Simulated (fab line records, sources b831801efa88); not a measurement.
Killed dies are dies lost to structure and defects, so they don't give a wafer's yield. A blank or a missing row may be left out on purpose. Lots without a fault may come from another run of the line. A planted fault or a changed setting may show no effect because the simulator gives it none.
Which tool did it? | flow gf180mcu | 6 lots, 18 wafers sampled, at 1 step of a route of 602

WHAT THE GAUGES READ, wafer by wafer
GF_V2_OVL_MEAS_15.
lot  | measured     | on         | V2_OVL (nm)
L100 | day 22 01:01 | overlay-01 | -5 -6 -7
L103 | day 22 19:10 | overlay-01 | -10 -21 -4
L106 | day 23 20:45 | overlay-02 | -10 -12 -11
L116 | day 27 00:07 | overlay-02 | -8 -5 -7
L118 | day 27 10:40 | overlay-02 | -5 -2 -3
L120 | day 28 03:13 | overlay-01 | -8 -15 -9

WHICH TOOL RAN EACH LOT (tool, then ch and the chambers of the sampled wafers, then the start)
The record holds no process step before these readings.

THE ANSWER, worked out from the rows above alone
Rule: what is usual is taken from the lots themselves. Put in order of their means at a reading, lots are off if they are a third of the lots or fewer, leave a main group of 4 or more, and stand apart from it by a gap of 3 or more times the standard deviation of the main group's means; of several such gaps the widest counts. A main group whose means are all the same, to the digits that the tables above print for the reading, isn't used. A lot without any number at a reading at which 4 lots or more have one is off too. The other lots that the step has rows for count as sound.
No lot is off at any reading shown: from this, nothing can be told.

WHAT THE SIMULATOR HAD PUT IN
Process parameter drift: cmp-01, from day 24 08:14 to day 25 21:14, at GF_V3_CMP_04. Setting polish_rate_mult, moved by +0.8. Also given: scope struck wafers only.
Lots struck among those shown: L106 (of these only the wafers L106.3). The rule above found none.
